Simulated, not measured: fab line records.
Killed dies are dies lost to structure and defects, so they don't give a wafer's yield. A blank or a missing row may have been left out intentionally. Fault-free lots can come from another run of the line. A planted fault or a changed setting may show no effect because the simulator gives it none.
fab line records | flow sky130
record: lots: 7 | wafers: 21 | lastDay: 49
route steps=708 shown NWELL@78 PWDE@84 VT_ADJUST_HVTP@85
lots untouched by any fault: they come from a run of this same line in which no faults occurred
startH: hours from the record's first day to the start of the lot's first wafer shown | waitH: hours from the lot's prior step to this one | " unchanged from the row above | L1.1+2: several wafers, shown together as one row | - no value, or no start given | * or withheld: withheld | < > ~ a bound
route shown NAME@n: NAME is a module with steps in the file, n the number in the route of the first one | usual: mean/standard deviation of fault-free wafers | same: alike in all rows | chamber/n: place in a boat | sites: readings site by site | _std_site: the values' standard deviation | _edge_site: inner sites' mean taken away from outer sites' mean | radiusMm: for every site, how far away it sits from the centre of the wafer | mask NAME#n: copy n | behind: the most recent tool/chamber to have shaped the wafer | hold: why the lot went on hold/how many hours it stayed there/how the hold came to an end | device: the transistor (n, p or np) that didn't switch | end of line: tests of these same wafers at the route's end | a step without rows: its recipe alone | killed: at the first sort, the dies lost to defects and structure; wafer yield is something else | map: a wafer's dies, x killed, . not, _ none there
set.NAME: the setting as run; set.NAME@STEP: as run at that earlier step | model.NAME: the simulator's own value behind a step, which no gauge read
lots seen at some steps along the route; tables by step, rows by wafer
services: the hour from which a tool's chamber was out of use, counted from the record's first day as startH (under 0 if before that day), plus the number of hours and why
== steps ==
step: SKY_NWELL_STRIP_25
recipe: chemistry: O2/N2 | powerW: 1400 | pressureMtorr: 1500 | platenTempC: withheld | o2FlowSccm: 3000 | n2FlowSccm: 300 | overashFraction: 0.5
usual: drypumpMotorCurrentA: 5.6/0.41 | oesProductAu: 0.722/0.0043 | stripTimeToEndpointS: 36.91/0.11
lot.wafer | tool           | chamber | startH | waitH | drypumpMotorCurrentA | oesProductAu | rfHoursCounterH | stripTimeToEndpointS
L321.1    | plasmaAsher-02 | 1       | 134.16 | 0.1   | 4.8                  | 0.724        | 30              | 37.13
L321.4    | "              | 0       | "      | "     | 5.8                  | 0.719        | -               | 37.04
L321.5    | "              | 1       | "      | "     | 4.8                  | 0.728        | -               | 37.13
L324.4    | plasmaAsher-03 | 0       | 151.07 | 0.1   | 6.0                  | 0.718        | -               | 36.78
L324.5    | "              | 1       | "      | "     | 5.4                  | 0.722        | -               | 36.76
L324.6    | "              | 0       | "      | "     | 6.0                  | 0.724        | -               | 36.81
L331.2    | plasmaAsher-01 | 0       | 199.88 | 0.1   | 6.2                  | 0.723        | 7               | 36.75
L331.4    | "              | 1       | "      | "     | 5.5                  | 0.719        | -               | 36.93
L331.6    | "              | 1       | "      | "     | 5.6                  | 0.718        | -               | 36.87
L332.1    | plasmaAsher-02 | 0       | 208.46 | 0.1   | 5.8                  | 0.722        | 37              | 36.89
L332.2    | "              | 1       | "      | "     | 4.8                  | 0.721        | 37              | 37.08
L332.4    | "              | 0       | "      | "     | 5.8                  | 0.725        | -               | 36.97
L333.1    | plasmaAsher-01 | 0       | 213.78 | 0.1   | 6.1                  | 0.721        | 9               | 36.85
L333.4    | "              | 1       | "      | "     | 5.6                  | 0.725        | -               | 37.00
L333.6    | "              | 1       | "      | "     | 5.5                  | 0.727        | -               | 37.01
L335.1    | plasmaAsher-01 | 0       | 224.61 | 0.1   | 6.1                  | 0.732        | 10              | 36.92
L335.3    | "              | 0       | "      | "     | 6.1                  | 0.723        | -               | 36.83
L335.4    | "              | 1       | "      | "     | 5.5                  | 0.727        | -               | 36.80
L336.2    | plasmaAsher-03 | 1       | 230.59 | 0.1   | 5.4                  | 0.722        | 54              | 36.97
L336.3    | "              | 0       | "      | "     | 6.0                  | 0.722        | -               | 37.03
L336.6    | "              | 0       | "      | "     | 6.0                  | 0.719        | -               | 36.95
step: SKY_NWELL_TW_MEAS_26
usual: NWELL_2_TW: 499/4.3
lot.wafer | tool         | chamber | startH | waitH | NWELL_2_TW
L321.1    | filmMetro-03 | -       | 134.26 | 0.1   | 498
L321.4    | "            | -       | "      | "     | 498
L321.5    | "            | -       | "      | "     | 499
L324.4    | filmMetro-02 | -       | 151.17 | 0.1   | 506
L324.5    | "            | -       | "      | "     | 509
L324.6    | "            | -       | "      | "     | 506
L331.2    | filmMetro-02 | -       | 199.99 | 0.1   | 501
L331.4    | "            | -       | "      | "     | 505
L331.6    | "            | -       | "      | "     | 507
L332.1    | filmMetro-04 | -       | 208.56 | 0.1   | 495
L332.2    | "            | -       | "      | "     | 494
L332.4    | "            | -       | "      | "     | 494
L333.1    | filmMetro-04 | -       | 213.88 | 0.1   | 497
L333.4    | "            | -       | "      | "     | 495
L333.6    | "            | -       | "      | "     | 495
L335.1    | filmMetro-02 | -       | 224.71 | 0.1   | 503
L335.3    | "            | -       | "      | "     | 506
L335.4    | "            | -       | "      | "     | 502
L336.2    | filmMetro-03 | -       | 230.70 | 0.1   | 500
L336.3    | "            | -       | "      | "     | 502
L336.6    | "            | -       | "      | "     | 501
step: SKY_NWELL_CLEAN_27
recipe: chemistry: SC1/SC2 | mix: 1:4:20 | tempC: 70 | timeS: 150 | dry: n2Spin
step: SKY_NWELL_RTA_28
recipe: tempC: 1050 | timeS: 30 | idleTempC: 650 | rampUpCPerS: 150 | rampDownCPerS: 90 | ambient: N2
usual: lampPowerPct: 25.31/0.059 | rampUpCPerS: 150.00/0.026 | wafer_temp_C_max: 1054.8/0.94
same: timeS: 30
lot.wafer | tool         | chamber | startH | waitH | lampPowerPct | rampUpCPerS | wafer_temp_C_max
L321.1    | rtpAnneal-02 | 0       | 134.37 | 0.0   | 25.35        | 150.01      | 1053.4
L321.4    | "            | 0       | "      | "     | 25.24        | 149.95      | 1054.8
L321.5    | "            | 0       | "      | "     | 25.38        | 150.00      | 1055.0
L324.4    | rtpAnneal-01 | 0       | 151.30 | 0.1   | 25.21        | 150.04      | 1053.4
L324.5    | "            | 0       | "      | "     | 25.35        | 150.01      | 1057.3
L324.6    | "            | 0       | "      | "     | 25.24        | 149.96      | 1055.0
L331.2    | rtpAnneal-02 | 0       | 200.11 | 0.0   | 25.31        | 150.01      | 1055.4
L331.4    | "            | 0       | "      | "     | 25.38        | 150.00      | 1053.7
L331.6    | "            | 0       | "      | "     | 25.32        | 150.01      | 1054.3
L332.1    | rtpAnneal-01 | 0       | 208.67 | 0.0   | 25.33        | 150.03      | 1056.2
L332.2    | "            | 0       | "      | "     | 25.18        | 149.99      | 1055.0
L332.4    | "            | 0       | "      | "     | 25.31        | 150.05      | 1055.4
L333.1    | rtpAnneal-02 | 0       | 213.99 | 0.0   | 25.30        | 149.95      | 1054.8
L333.4    | "            | 0       | "      | "     | 25.37        | 150.00      | 1054.6
L333.6    | "            | 0       | "      | "     | 25.29        | 150.03      | 1055.5
L335.1    | rtpAnneal-02 | 0       | 224.82 | 0.0   | 25.28        | 149.98      | 1055.4
L335.3    | "            | 0       | "      | "     | 25.16        | 150.01      | 1054.1
L335.4    | "            | 0       | "      | "     | 25.27        | 149.98      | 1054.8
L336.2    | rtpAnneal-01 | 0       | 230.81 | 0.0   | 25.30        | 149.98      | 1055.1
L336.3    | "            | 0       | "      | "     | 25.35        | 150.00      | 1054.2
L336.6    | "            | 0       | "      | "     | 25.38        | 149.96      | 1054.7
step: SKY_NWELL_RS_MEAS_29
recipe: thkMeasGauge: four-point-probe
usual: NWELL_RS: 625.2/1.5
lot.wafer | tool         | chamber | startH | waitH | NWELL_RS[ohm/sq]
L321.1    | filmMetro-04 | -       | 134.47 | 0.1   | 624.6
L321.4    | "            | -       | "      | "     | 624.4
L321.5    | "            | -       | "      | "     | 625.7
L324.4    | filmMetro-04 | -       | 151.41 | 0.1   | 626.5
L324.5    | "            | -       | "      | "     | 627.4
L324.6    | "            | -       | "      | "     | 628.6
L331.2    | filmMetro-04 | -       | 200.21 | 0.1   | 625.3
L331.4    | "            | -       | "      | "     | 626.6
L331.6    | "            | -       | "      | "     | 623.7
L332.1    | filmMetro-02 | -       | 208.77 | 0.1   | 624.8
L332.2    | "            | -       | "      | "     | 624.3
L332.4    | "            | -       | "      | "     | 624.8
L333.1    | filmMetro-02 | -       | 214.09 | 0.1   | 625.4
L333.4    | "            | -       | "      | "     | 626.3
L333.6    | "            | -       | "      | "     | 624.4
L335.1    | filmMetro-04 | -       | 224.92 | 0.1   | 624.5
L335.3    | "            | -       | "      | "     | 626.5
L335.4    | "            | -       | "      | "     | 624.4
L336.2    | filmMetro-02 | -       | 230.92 | 0.1   | 625.7
L336.3    | "            | -       | "      | "     | 624.3
L336.6    | "            | -       | "      | "     | 623.9
step: SKY_NWELL_RS_MEAS_31
recipe: thkMeasGauge: four-point-probe
usual: PWDE_RS: 5276/16
lot.wafer | tool         | chamber | startH | waitH | PWDE_RS[ohm/sq]
L321.1    | filmMetro-04 | -       | 134.71 | 0.1   | 5272
L321.4    | "            | -       | "      | "     | 5301
L321.5    | "            | -       | "      | "     | 5271
L324.4    | filmMetro-04 | -       | 151.65 | 0.1   | 5302
L324.5    | "            | -       | "      | "     | 5281
L324.6    | "            | -       | "      | "     | 5322
L331.2    | filmMetro-04 | -       | 200.45 | 0.1   | 5256
L331.4    | "            | -       | "      | "     | 5284
L331.6    | "            | -       | "      | "     | 5268
L332.1    | filmMetro-02 | -       | 209.01 | 0.1   | 5236
L332.2    | "            | -       | "      | "     | 5262
L332.4    | "            | -       | "      | "     | 5263
L333.1    | filmMetro-02 | -       | 214.33 | 0.1   | 5286
L333.4    | "            | -       | "      | "     | 5266
L333.6    | "            | -       | "      | "     | 5269
L335.1    | filmMetro-04 | -       | 225.16 | 0.1   | 5274
L335.3    | "            | -       | "      | "     | 5278
L335.4    | "            | -       | "      | "     | 5272
L336.2    | filmMetro-02 | -       | 231.16 | 0.1   | 5289
L336.3    | "            | -       | "      | "     | 5288
L336.6    | "            | -       | "      | "     | 5282
step: SKY_VT_ADJUST_HVTP_DEHYDRATE_00
recipe: tempC: 200 | timeS: 60
step: SKY_VT_ADJUST_HVTP_HMDS_01
recipe: primeTimeS: 60 | primeTempC: 120
step: SKY_VT_ADJUST_HVTP_COAT_02
recipe: resist: NOVOLAK | spinRpm: 3000 | resistThkNm: 1140
step: SKY_VT_ADJUST_HVTP_SOFTBAKE_03
recipe: tempC: 90 | timeS: 60 | resist: NOVOLAK
step: SKY_VT_ADJUST_HVTP_EXPOSE_04
recipe: maskId: HVTPM | na: 0.6 | sourceShape: conventional | sigmaOuter: 0.6 | polarization: unpolarized | targetCdNm: 380 | doseMj: 140
step: SKY_VT_ADJUST_HVTP_PEB_05
recipe: tempC: withheld | timeS: * | resist: NOVOLAK
usual: chillPlateTempC: * | exhaustPa: 45.1/0.82 | timeS: *
lot.wafer | tool          | chamber | startH | waitH | chillPlateTempC | exhaustPa | timeS
L321.1    | lithoTrack-03 | 0       | 153.22 | -     | *               | 46.2      | *
L321.4    | "             | 0       | "      | "     | *               | 45.3      | *
L321.5    | "             | 0       | "      | "     | *               | 44.6      | *
L324.4    | lithoTrack-01 | 0       | 170.55 | -     | *               | 44.6      | *
L324.5    | "             | 0       | "      | "     | *               | 45.5      | *
L324.6    | "             | 0       | "      | "     | *               | 45.0      | *
L331.2    | lithoTrack-03 | -       | 222.25 | -     | -               | -         | -
L331.4    | "             | -       | "      | "     | -               | -         | -
L331.6    | "             | -       | "      | "     | -               | -         | -
L332.1    | lithoTrack-04 | -       | 230.59 | -     | -               | -         | -
L332.2    | "             | -       | "      | "     | -               | -         | -
L332.4    | "             | -       | "      | "     | -               | -         | -
L333.1    | lithoTrack-04 | -       | 236.69 | -     | -               | -         | -
L333.4    | "             | -       | "      | "     | -               | -         | -
L333.6    | "             | -       | "      | "     | -               | -         | -
L335.1    | lithoTrack-03 | 0       | 248.27 | -     | *               | 46.0      | *
L335.3    | "             | 0       | "      | "     | *               | 46.6      | *
L335.4    | "             | 0       | "      | "     | *               | 46.6      | *
L336.2    | lithoTrack-03 | 0       | 253.50 | -     | *               | 45.5      | *
L336.3    | "             | 0       | "      | "     | *               | 45.3      | *
L336.6    | "             | 0       | "      | "     | *               | 45.4      | *
step: SKY_VT_ADJUST_HVTP_DEVELOP_06
recipe: resist: NOVOLAK | developer: TMAH | developTimeS: 60 | devTempC: 23
== services ==
tool           | chamber | startH | hours | kind
plasmaAsher-01 | 0       | 117.75 | -     | clean
plasmaAsher-01 | 1       | 117.75 | -     | clean
rtpAnneal-01   | -       | 122.82 | 1.1   | pm
plasmaAsher-01 | -       | 127.13 | 7.5   | pm
rtpAnneal-01   | -       | 140.17 | 0.9   | repair
plasmaAsher-02 | -       | 170.31 | 2.8   | pm
plasmaAsher-02 | -       | 226.23 | 2.9   | repair
plasmaAsher-03 | -       | 236.25 | 8.5   | repair
== key ==
firstSign: step: SKY_VT_ADJUST_HVTP_PEB_05 | reading: toolRecord | direction: missing
effect none on later readings
metAt SKY_VT_ADJUST_HVTP_PEB_05
struckWafers L331.2,L331.4,L331.6,L332.1,L332.2,L332.4,L333.1,L333.4,L333.6
sortLeftOut L331.2,L331.4,L331.6,L332.1,L332.2,L332.4,L333.1,L333.4,L333.6
testerLeftOut L331,L332,L333
onsetBetween 153.22 222.25
fault: kind: skippedStepWhole | tool: lithoTrack-03,lithoTrack-04 | chamber: - | onsetH: 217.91 | steps: SKY_VT_ADJUST_HVTP_PEB_05 | scope: struckLotsOnly
testerLeftOut: of these lots the tester's yield and bins aren't shown, on N5 and GAA mostly nor the transistor test; their killed dies are dies lost to structure and defects alone, not to doping, threshold or leakage, so they don't give the yield
sortLeftOut: the simulated sort isn't trusted on such a fault, so these wafers' sort isn't shown, and their yield isn't known
